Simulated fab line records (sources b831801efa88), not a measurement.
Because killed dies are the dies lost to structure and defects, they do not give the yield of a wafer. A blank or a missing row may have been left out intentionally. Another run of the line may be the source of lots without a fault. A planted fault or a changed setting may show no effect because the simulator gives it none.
What tool caused it? + flow sky130 + 33 wafers from 11 lots sampled at 3 of the route's 708 steps

## WHAT THE GAUGES READ, wafer by wafer
SKY_RES_XHIGH_TW_MEAS_09.
| lot  | measured     | on            | RES_XHIGH_TW      |
|------|--------------|---------------|-------------------|
| L869 | day 26 01:41 | film metro-01 | 1623 1619 1616    |
| L871 | day 27 08:22 | film metro-03 | 1628 1636 1627    |
| L874 | day 28 08:04 | film metro-01 | 1611 1618 1610    |
| L875 | day 29 01:17 | film metro-03 | 1630 1631 1625    |
| L876 | day 29 03:52 | film metro-03 | 1630 1630 1616    |
| L878 | day 30 08:11 | film metro-01 | 1621 1618 1627    |
| L882 | day 31 01:19 | film metro-01 | 1624 1632 1627    |
| L881 | day 31 04:26 | film metro-03 | 30 30 30 29 30 30 |
| L890 | day 33 12:41 | film metro-03 | 1627 1637 1621    |
| L891 | day 33 21:26 | film metro-01 | 1605 1603 1607    |
| L892 | day 34 05:04 | film metro-04 | 1609 1600 1605    |

## WHAT TOOL EACH LOT RAN ON (gives the tool, then ch and the chambers of the sampled wafers, and finally the start)
| lot  | SKY_POLY_CUT_ETCH_11               | SKY_RES_XHIGH_EXPOSE_04             |
|------|------------------------------------|-------------------------------------|
| L869 | rie diel-03 ch 0,1,2, day 23 17:49 | iline stepper-01 ch 0, day 25 12:24 |
| L871 | rie diel-04 ch 2,3, day 24 23:53   | iline stepper-02 ch 0, day 26 19:15 |
| L874 | rie diel-04 ch 2,3, day 26 01:55   | iline stepper-02 ch 0, day 27 18:32 |
| L875 | rie diel-03 ch 2,3, day 26 18:05   | iline stepper-01 ch 0, day 28 11:14 |
| L876 | rie diel-04 ch 0,3, day 26 21:56   | iline stepper-02 ch 0, day 28 13:48 |
| L878 | rie diel-03 ch 0,2, day 28 01:11   | iline stepper-01 ch 0, day 29 17:59 |
| L882 | rie diel-03 ch 1,2,3, day 28 19:23 | iline stepper-01 ch 0, day 30 12:25 |
| L881 | rie diel-04 ch 0,2, day 28 21:02   | iline stepper-02 ch 0, day 30 15:10 |
| L890 | rie diel-04 ch 0,2,3, day 31 06:05 | iline stepper-01 ch 0, day 32 23:38 |
| L891 | rie diel-04 ch 0,3, day 31 13:59   | iline stepper-02 ch 0, day 33 07:43 |
| L892 | rie diel-02 ch 1,2,3, day 31 23:07 | iline stepper-02 ch 0, day 33 15:34 |
- SKY_POLY_CUT_ETCH_11: etches Si3N4 in CF4/CH2F2/Ar, stops on poly-Si, time 42.5 s, target depth 60 nm.
- SKY_RES_XHIGH_EXPOSE_04: exposes mask URPM, target cd 1270 nm.

## THE ANSWER, worked out from the rows above alone
Rule: usual is defined by the lots themselves. The widest of any qualifying gaps counts: lots, ordered by their means at a reading, are off when they make up no more than a third of the lots, leave a main group of 4 or more, and stand apart from it by 3 or more times the standard deviation of that group's means. Not used: any main group whose means are identical at the precision the tables above print for the reading. A lot without any number at a reading at which 4 lots or more have one is off too. Any other lot the step has rows for is counted as sound.
Off: L881, at SKY_RES_XHIGH_TW_MEAS_09 (RES_XHIGH_TW). Mean 1620 and standard deviation 9.2 in the main group.
If a tool, at a process step before that reading, ran all the lots that are off and no sound lot after the first of them, it fits. Gauges at SKY_RES_XHIGH_TW_MEAS_09: tried the same way as those tools. None of those tried fits.

## WHAT HAD BEEN PUT IN BY THE SIMULATOR
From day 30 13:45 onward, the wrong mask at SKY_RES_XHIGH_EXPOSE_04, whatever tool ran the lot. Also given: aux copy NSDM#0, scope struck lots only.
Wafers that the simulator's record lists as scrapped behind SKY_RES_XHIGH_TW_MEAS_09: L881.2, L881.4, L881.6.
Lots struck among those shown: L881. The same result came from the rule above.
